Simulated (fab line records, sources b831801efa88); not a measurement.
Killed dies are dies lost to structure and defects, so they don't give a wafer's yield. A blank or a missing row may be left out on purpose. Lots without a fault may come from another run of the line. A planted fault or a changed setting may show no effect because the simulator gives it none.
Split-lot experiment | flow gf180mcu | 5 lots, 23 wafers read, on a route of 602 steps

THE SPLIT
At GF_V1_COAT_09 (resist thk 1000 nm), the setting resist_thk_nm was moved away from the recipe's 1000 nm on 8 of the 23 wafers read, by -3.9% to +5.4%. The other wafers ran this setting at the recipe's value.

FROM THE SPLIT TO THE READING: what the file shows between them, 3 steps
- GF_V1_DEVELOP_13: develop time 60 s (also split here: develop_time_s)
- GF_V1_ETCH_16: etches BARC in N2/H2
- GF_V1_ETCH_17: etches SiO2 in C4F8/O2/Ar, stops on TiN, target depth 630 nm

THE READING
oes_product_au, in a.u., at GF_V1_STRIP_18 (strips in O2/N2). Fault-free wafers of this fab line usually give 0.593 a.u., standard deviation 0.0048 a.u..

wafer  | tool, chamber at the split | resist_thk_nm as run, nm | against the recipe | oes_product_au, a.u. | against lot-mates on the recipe
L074.1 | litho_track-04, 0          | 1000                     | recipe             | 0.591                | -
L074.4 | litho_track-04, 0          | 1000                     | recipe             | 0.588                | -
L074.6 | litho_track-04, 0          | 1000                     | recipe             | 0.590                | -
L078.1 | litho_track-04, 0          | 1000                     | recipe             | 0.597                | -
L078.2 | litho_track-04, 0          | 961                      | -3.9%              | 0.582                | -0.014
L078.3 | litho_track-04, 0          | 961                      | -3.9%              | 0.576                | -0.020
L078.4 | litho_track-04, 0          | 1000                     | recipe             | 0.595                | -
L078.6 | litho_track-04, 0          | 1000                     | recipe             | 0.595                | -
L079.1 | litho_track-02, 0          | 1054                     | +5.4%              | 0.610                | +0.017
L079.2 | litho_track-02, 0          | 1000                     | recipe             | 0.595                | -
L079.3 | litho_track-02, 0          | 1054                     | +5.4%              | 0.621                | +0.028
L079.5 | litho_track-02, 0          | 1054                     | +5.4%              | 0.612                | +0.019
L079.6 | litho_track-02, 0          | 1000                     | recipe             | 0.591                | -
L082.1 | litho_track-02, 0          | 1000                     | recipe             | 0.592                | -
L082.3 | litho_track-02, 0          | 1000                     | recipe             | 0.595                | -
L082.4 | litho_track-02, 0          | 1000                     | recipe             | 0.593                | -
L082.5 | litho_track-02, 0          | 1000                     | recipe             | 0.591                | -
L082.6 | litho_track-02, 0          | 1000                     | recipe             | 0.588                | -
L085.1 | litho_track-03, 0          | 1032                     | +3.2%              | 0.603                | +0.010
L085.2 | litho_track-03, 0          | 1000                     | recipe             | 0.589                | -
L085.4 | litho_track-03, 0          | 1000                     | recipe             | 0.596                | -
L085.5 | litho_track-03, 0          | 1032                     | +3.2%              | 0.606                | +0.013
L085.6 | litho_track-03, 0          | 1032                     | +3.2%              | 0.596                | +0.003

THE FIT
A straight line over all 23 wafers: oes_product_au changes by +0.00369 a.u. for each +1% of resist_thk_nm; r = +0.93; the points scatter about the line by 0.0038 a.u..
The same after taking each lot's own level away (the mean of its wafers on the recipe; 23 wafers): +0.00385 a.u. for each +1%; r = +0.95; scatter 0.0034 a.u..
On that fit, the largest move of resist_thk_nm shifts the reading by 0.021 a.u..
The lots' own levels span 0.5897 to 0.5957 a.u., that is 1.3 times the standard deviation above.
So the lot-to-lot level changes the slope little: the two slopes agree.
Check: with one of the wafers moved furthest among these (+5.4%) left out of the fit, the line predicts +0.0211 a.u. for it against its lot-mates. It came out at +0.017 a.u. against them.

OTHER SPLITS ON THESE WAFERS
These wafers also went through other splits before the reading. Each is held against what the fit with the lots' levels taken away leaves over:
other split on the same wafers       | wafers away from the commonest value | r with oes_product_au (lot level and that fit taken away)
GF_CONTACT_CVD_00 sih4_flow_sccm     | 8                                    | +0.46
GF_CONTACT_CMP_04 leave_above_ref_nm | 7                                    | -0.41
GF_CONTACT_PEB_12 peb_time_s         | 6                                    | +0.09
GF_CONTACT_CVD_24 temp_c             | 7                                    | -0.22
GF_M1_PEB_12 peb_temp_c              | 10                                   | -0.03
GF_M1_METAL_ETCH_16 bias_w           | 7                                    | -0.10
GF_V1_DEVELOP_13 develop_time_s      | 7                                    | +0.00

THE WHOLE CHAIN: every reading that the file lists as answering this split, in the file's order
step           | what it does       | reading                                                                   | change (the file's fit)                   | r (the file's)
GF_V1_COAT_09  | resist thk 1000 nm | KrF_of_V1_COAT_09.thk_nm (the simulator's own value, which no gauge read) | +9.83 nm for each +1% of the setting      | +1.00
GF_V1_STRIP_18 | strips in O2/N2    | oes_product_au                                                            | +0.00386 a.u. for each +1% of the setting | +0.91

THE FILE'S OWN FIT
oes_product_au changes by +0.00386 a.u. for each +1% of resist_thk_nm, r = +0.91.
